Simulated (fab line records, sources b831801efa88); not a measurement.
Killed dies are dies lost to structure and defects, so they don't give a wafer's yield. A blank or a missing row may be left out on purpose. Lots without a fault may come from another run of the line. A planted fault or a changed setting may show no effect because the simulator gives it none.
fab line records | flow sky130
record lots=7 wafers=21 last_day=50
route steps=708 shown VIA1@460
lots that met no fault: from a run of the same line without faults
start_h: hours from the record's first day to the start of the lot's first wafer shown | wait_h: hours since the lot's step before | " the same as in the row above | L1.1+2: a row that stands for several wafers | - no value, or no start given | * or withheld: withheld | < > ~ a bound
route shown NAME@n: a module of which the file shows steps, and the number in the route of the first | usual: mean/standard deviation of fault-free wafers | same: alike in all rows | chamber/n: place in a boat | sites: the reading at each site | _std_site: their standard deviation | _edge_site: outer sites' mean less inner sites' | radius_mm: how far each site lies from the wafer's centre | mask NAME#n: copy n | behind: the tool/chamber that last shaped the wafer | hold: why the lot was held/for how many hours/how that ended | device: the transistor (n, p or np) that didn't switch | end of line: the same wafers' tests at the end of the route | a step without rows: its recipe alone | killed: dies lost to structure and defects at the first sort, not the wafer's yield | map: a wafer's dies, x killed, . not, _ none there
set.NAME: the setting as run; set.NAME@STEP: as run at that earlier step | model.NAME: the simulator's own value behind a step, which no gauge read
lots at some steps of the route; a table a step, a row a wafer
services: from which hour (start_h, from the record's first day; less than 0 if before it) a tool's chamber was out of use, for how many hours, and why
## steps
# step SKY_VIA1_CMP_02
# recipe material=SiO2 down_force_psi=4 platen_rpm=60 pad_velocity_m_s=0.94248
# usual motor_current_A=12.0/1.3
# columns lot.wafer tool chamber start_h wait_h motor_current_A
L169.1 cmp-01 2 836.89 0.1 8.8
L169.6 " 0 " " 13.0
L169.5 " 1 " " 13.2
L175.3 cmp-01 0 883.73 0.1 13.1
L175.6 " 3 " " 12.2
L175.5 " 0 " " 12.7
L176.1 cmp-02 1 886.42 0.1 12.0
L176.6 " 3 " " 12.2
L176.5 " 0 " " 12.9
L177.1 cmp-01 2 889.29 0.1 9.2
L177.3 " 3 " " 12.1
L177.5 " 1 " " 12.9
L181.4 cmp-02 3 914.40 0.3 11.8
L181.2 " 0 " " 12.2
L181.5 " 1 " " 12.8
L183.3 cmp-01 3 925.91 0.1 11.5
L183.5 " 2 " " 8.9
L183.6 " 3 " " 12.0
L185.2 cmp-01 0 941.32 0.0 13.0
L185.3 " 3 " " 11.2
L185.6 " 1 " " 13.1
# step SKY_VIA1_BOW_MEAS_03
# recipe mode=bow
# usual VIA1_BOW=82/7.9
# columns lot.wafer tool chamber start_h wait_h VIA1_BOW[um]
L169.1 film_metro-02 - 837.09 0.1 84
L169.5 " - " " 64
L169.6 " - " " 78
L175.3 film_metro-02 - 884.02 0.2 83
L175.5 " - " " 79
L175.6 " - " " 95
L176.1 film_metro-02 - 886.62 0.1 83
L176.5 " - " " 77
L176.6 " - " " 77
L177.1 film_metro-01 - 889.54 0.2 70
L177.3 " - " " 75
L177.5 " - " " 72
L181.2 film_metro-04 - 914.62 0.1 85
L181.4 " - " " 81
L181.5 " - " " 89
L183.3 film_metro-01 - 926.20 0.2 69
L183.5 " - " " 61
L183.6 " - " " 69
L185.2 film_metro-04 - 941.64 0.3 90
L185.3 " - " " 78
L185.6 " - " " 93
# step SKY_VIA1_DEHYDRATE_04
# recipe temp_c=200 time_s=60
# step SKY_VIA1_HMDS_05
# recipe prime_time_s=60 prime_temp_c=120
# step SKY_VIA1_COAT_06
# recipe resist=BARC temp_c=withheld time_s=withheld spin_rpm=3000 resist_thk_nm=60
# step SKY_VIA1_COAT_07
# recipe resist=KrF-thick spin_rpm=3000 resist_thk_nm=450
# step SKY_VIA1_SOFTBAKE_08
# recipe temp_c=100 time_s=90 resist=KrF-thick
# step SKY_VIA1_EXPOSE_09
# recipe mask_id=VIM na=0.8 source_shape=annular sigma_inner=0.55 sigma_outer=0.85 target_cd_nm=150 dose_mj=38
# step SKY_VIA1_PEB_10
# recipe peb_temp_c=withheld peb_time_s=withheld resist=KrF-thick
# step SKY_VIA1_DEVELOP_11
# recipe develop_time_s=60 resist=KrF-thick dev_temp_c=21
# step SKY_VIA1_CD_MEAS_12
# recipe target_cd_nm=150
# usual cd_nm=149.9/1.6
# columns lot.wafer tool chamber start_h wait_h cd_nm
L169.1 cd_sem-02 - 863.48 - 150.4
L169.5 " - " " 150.3
L169.6 " - " " 151.5
L175.3 cd_sem-01 - 908.70 - 148.3
L175.5 " - " " 149.4
L175.6 " - " " 148.2
L176.1 cd_sem-02 - 911.38 - 150.7
L176.5 " - " " 149.9
L176.6 " - " " 152.3
L177.1 cd_sem-02 - 914.78 - 148.6
L177.3 " - " " 147.7
L177.5 " - " " 149.0
L181.2 cd_sem-02 - 938.78 - 151.7
L181.4 " - " " 150.6
L181.5 " - " " 151.4
L183.3 cd_sem-01 - 950.95 - 149.6
L183.5 " - " " 150.1
L183.6 " - " " 148.5
L185.2 cd_sem-02 - 966.26 - 150.5
L185.3 " - " " 153.2
L185.6 " - " " 151.0
# step SKY_VIA1_OVL_MEAS_13
# usual VIA1_OVL=4/5.1
# columns lot.wafer tool chamber start_h wait_h VIA1_OVL[nm]
L169.1 overlay-02 - 863.60 0.1 1
L169.5 " - " " 1
L169.6 " - " " 4
L175.3 overlay-01 - 908.79 0.1 13
L175.5 " - " " 10
L175.6 " - " " 11
L176.1 overlay-02 - 911.50 0.1 11
L176.5 " - " " 1
L176.6 " - " " 11
L177.1 overlay-02 - 914.90 0.1 0
L177.3 " - " " -2
L177.5 " - " " 1
L181.2 overlay-01 - 938.89 0.1 1
L181.4 " - " " 9
L181.5 " - " " -9
L183.3 overlay-02 - 951.04 0.1 -3
L183.5 " - " " -2
L183.6 " - " " 2
L185.2 overlay-02 - 966.36 0.1 -2
L185.3 " - " " 4
L185.6 " - " " 1
# step SKY_VIA1_ETCH_14
# recipe chemistry=N2/H2 target=BARC ion_energy_ev=200 source_w=500 bias_w=100 pressure_mtorr=30 n2_flow_sccm=100 h2_flow_sccm=200 stop_on=SiO2 time_s=45.9 target_depth_a=600
# usual bias_w=99.99/0.29 chamber_pressure_mTorr=30.004/0.029 drypump_motor_current_A=5.8/0.51 oes_product_au=0.854/0.0048 throttle_valve_pct=13.224/0.0089
# columns lot.wafer tool chamber start_h wait_h bias_w chamber_pressure_mTorr drypump_motor_current_A oes_product_au rf_hours_counter_h throttle_valve_pct model.KrF-thick_of_VIA1_COAT_07.thk_nm
L169.1 rie_diel-02 0 863.64 0.0 100.02 29.932 6.6 0.857 11 13.237 393.6
L169.5 " 2 " " 99.57 29.996 5.0 0.862 - 13.223 394.2
L169.6 " 3 " " 100.12 29.990 5.7 0.854 - 13.221 393.3
L175.3 rie_diel-04 0 908.82 0.0 - - - - - - 437.3
L175.5 " 2 " " - - - - - - 437.6
L175.6 " 1 " " - - - - - - 438.1
L176.1 rie_diel-02 2 911.54 0.0 - - - - - - 433
L176.5 " 3 " " - - - - - - 433.3
L176.6 " 0 " " - - - - - - 435.9
L177.1 rie_diel-03 1 914.94 0.0 - - - - - - 432.2
L177.3 " 0 " " - - - - - - 433
L177.5 " 2 " " - - - - - - 434
L181.2 rie_diel-04 3 938.92 0.0 100.34 30.042 6.3 0.852 21 13.226 389.7
L181.4 " 0 " " 99.99 29.994 5.2 0.857 2 13.223 390.6
L181.5 " 0 " " 100.19 29.969 5.2 0.849 - 13.236 390.6
L183.3 rie_diel-03 1 951.07 0.0 100.55 29.971 5.8 0.849 5 13.214 390.6
L183.5 " 0 " " 99.86 30.022 6.8 0.855 - 13.236 392.6
L183.6 " 3 " " 99.99 30.007 5.5 0.859 - 13.227 391.5
L185.2 rie_diel-03 0 966.39 0.0 99.81 30.001 6.8 0.849 20 13.201 390.3
L185.3 " 1 " " 100.13 30.004 5.7 0.851 6 13.221 391.5
L185.6 " 2 " " 100.31 30.022 5.5 0.854 - 13.220 389.8
# step SKY_VIA1_ETCH_15
# recipe target=SiO2 chemistry=C4F8/O2/Ar target_depth_nm=351 stop_on=TiN mask_material=KrF-thick source_w=1500 bias_w=1200 pressure_mtorr=40 c4f8_flow_sccm=withheld O2_flow_sccm=6 Ar_flow_sccm=300 time_s=54
# usual bias_w=1201/3.7 chamber_pressure_mTorr=40.00/0.039 oes_product_au=0.980/0.0051
# columns lot.wafer tool chamber start_h wait_h bias_w chamber_pressure_mTorr oes_product_au rf_hours_counter_h model.KrF-thick_of_VIA1_COAT_07.thk_nm
L169.1 rie_diel-02 0 863.68 0.0 1203 40.00 0.984 11 323.8
L169.5 " 2 " " 1207 40.00 0.981 - 324
L169.6 " 3 " " 1202 40.01 0.988 - 323.5
L175.3 rie_diel-04 0 908.86 0.0 1197 39.96 0.374 2 368
L175.5 " 2 " " 1199 39.92 0.371 - 367.1
L175.6 " 1 " " 1206 40.00 0.374 - 367.6
L176.1 rie_diel-02 2 911.58 0.0 1200 40.00 0.382 23 362.8
L176.5 " 3 " " 1201 39.97 0.378 - 363.1
L176.6 " 0 " " 1200 40.00 0.379 - 365.6
L177.1 rie_diel-03 1 914.98 0.0 1199 39.95 0.372 4 362.6
L177.3 " 0 " " 1202 40.00 0.365 19 361.9
L177.5 " 2 " " 1195 39.99 0.375 - 364.2
L181.2 rie_diel-04 3 938.96 0.0 1197 39.95 0.988 21 319.2
L181.4 " 0 " " 1195 40.00 0.983 2 321.1
L181.5 " 0 " " 1203 40.01 0.975 - 320.9
L183.3 rie_diel-03 1 951.11 0.0 1197 40.06 0.981 5 320.4
L183.5 " 0 " " 1205 39.98 0.983 - 322.2
L183.6 " 3 " " 1195 39.96 0.978 - 320.8
L185.2 rie_diel-03 0 966.43 0.0 1198 39.97 0.987 21 319.4
L185.3 " 1 " " 1199 39.96 0.974 6 321.1
L185.6 " 2 " " 1199 40.00 0.981 - 319.4
# step SKY_VIA1_STRIP_16
# recipe chemistry=O2/N2 power_w=1400 pressure_mtorr=1500 platen_temp_c=withheld o2_flow_sccm=3000 n2_flow_sccm=300 overash_fraction=0.5
# usual drypump_motor_current_A=5.7/0.36 o2_flow_sccm=3002/8.1 oes_product_au=0.415/0.005 strip_time_to_endpoint_s=4.449/0.025
# columns lot.wafer tool chamber start_h wait_h drypump_motor_current_A o2_flow_sccm oes_product_au rf_hours_counter_h strip_time_to_endpoint_s
L169.1 plasma_asher-03 0 863.73 0.0 5.3 3000 0.412 43 4.487
L169.5 " 0 " " 5.3 2998 0.409 - 4.472
L169.6 " 1 " " 5.4 3007 0.420 - 4.467
L175.3 plasma_asher-04 0 908.94 0.1 5.4 2990 0.440 - 4.943
L175.5 " 0 " " 5.4 2991 0.437 - 4.914
L175.6 " 1 " " 5.8 2999 0.439 - 4.918
L176.1 plasma_asher-04 0 911.63 0.0 5.4 2998 0.429 106 4.861
L176.5 " 1 " " 5.8 2993 0.435 - 4.880
L176.6 " 0 " " 5.4 3011 0.434 - 4.892
L177.1 plasma_asher-03 0 915.03 0.0 5.2 3001 0.426 48 4.872
L177.3 " 1 " " 5.4 2983 0.436 - 4.871
L177.5 " 0 " " 5.3 2991 0.429 - 4.904
L181.2 plasma_asher-02 0 939.01 0.0 6.4 3002 0.408 20 4.430
L181.4 " 0 " " 6.4 2990 0.419 - 4.444
L181.5 " 1 " " 5.4 3015 0.424 - 4.457
L183.3 plasma_asher-04 0 951.19 0.1 5.4 3001 0.411 - 4.448
L183.5 " 0 " " 5.4 2997 0.413 - 4.455
L183.6 " 1 " " 5.8 2994 0.417 - 4.437
L185.2 plasma_asher-04 0 966.48 0.0 5.4 2999 0.414 112 4.422
L185.3 " 0 " " 5.4 3001 0.410 - 4.444
L185.6 " 0 " " 5.4 3012 0.417 - 4.416
# step SKY_VIA1_STRIP_17
# recipe chemistry=post_etch_residue_remover time_s=1200 temp_c=72.5
## services
# columns tool chamber start_h hours kind
rie_diel-04 0 817.81 - clean
plasma_asher-04 - 826.84 14.6 pm
cmp-02 - 831.01 2.0 repair
rie_diel-04 2 832.38 4.2 repair
plasma_asher-02 - 837.64 1.6 repair
rie_diel-03 3 850.61 - clean
rie_diel-03 3 850.61 19.0 scheduled_down
rie_diel-03 3 850.61 19.0 vent_cycle
rie_diel-02 0 854.46 4.2 repair
rie_diel-03 2 860.96 1.9 repair
rie_diel-02 3 869.84 14.6 repair
rie_diel-02 0 874.11 9.6 repair
rie_diel-04 3 883.27 2.9 repair
rie_diel-02 0 885.51 1.2 repair
rie_diel-04 0 888.90 5.4 repair
rie_diel-04 1 894.43 11.4 repair
cmp-01 - 895.85 2.3 repair
cmp-01 - 912.00 4.0 pm
cmp-01 - 916.00 - consumable_replace:conditioner
cmp-01 - 916.00 - consumable_replace:pad
rie_diel-03 2 921.11 1.9 repair
rie_diel-04 3 949.54 4.9 repair
plasma_asher-03 - 950.80 14.6 pm
cmp-02 - 953.87 1.1 repair
## key
first_sign step=SKY_VIA1_ETCH_14 reading=tool_record direction=missing
effect step=SKY_VIA1_ETCH_15 reading=oes_product_au direction=down sigmas=99+ usual=0.980 struck=0.374
effect step=SKY_VIA1_STRIP_16 reading=strip_time_to_endpoint_s direction=up sigmas=18 usual=* struck=*
model_effect step=SKY_VIA1_ETCH_14 value=KrF-thick_of_VIA1_COAT_07.thk_nm without=391.6 struck=434.9
model_effect step=SKY_VIA1_ETCH_15 value=KrF-thick_of_VIA1_COAT_07.thk_nm without=321.4 struck=364.8
met_at SKY_VIA1_ETCH_14
struck_wafers L175.3,L175.5,L175.6,L176.1,L176.5,L176.6,L177.1,L177.3,L177.5
later_rows_left_out L175.3,L175.5,L175.6,L176.1,L176.5,L176.6,L177.1,L177.3,L177.5
sort_left_out L175.3,L175.5,L175.6,L176.1,L176.5,L176.6,L177.1,L177.3,L177.5
onset_between 863.64 908.82
fault kind=skipped_step_whole tool=rie_diel-02,rie_diel-03,rie_diel-04 chamber=- onset_h=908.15 steps=SKY_VIA1_ETCH_14 scope=struck_lots_only
# sort_left_out: the simulated sort isn't trusted on such a fault, so these wafers' sort isn't shown, and their yield isn't known
# later_rows_left_out: the simulator's readings of these wafers behind a module that went badly wrong aren't trusted and aren't shown, but for the sort
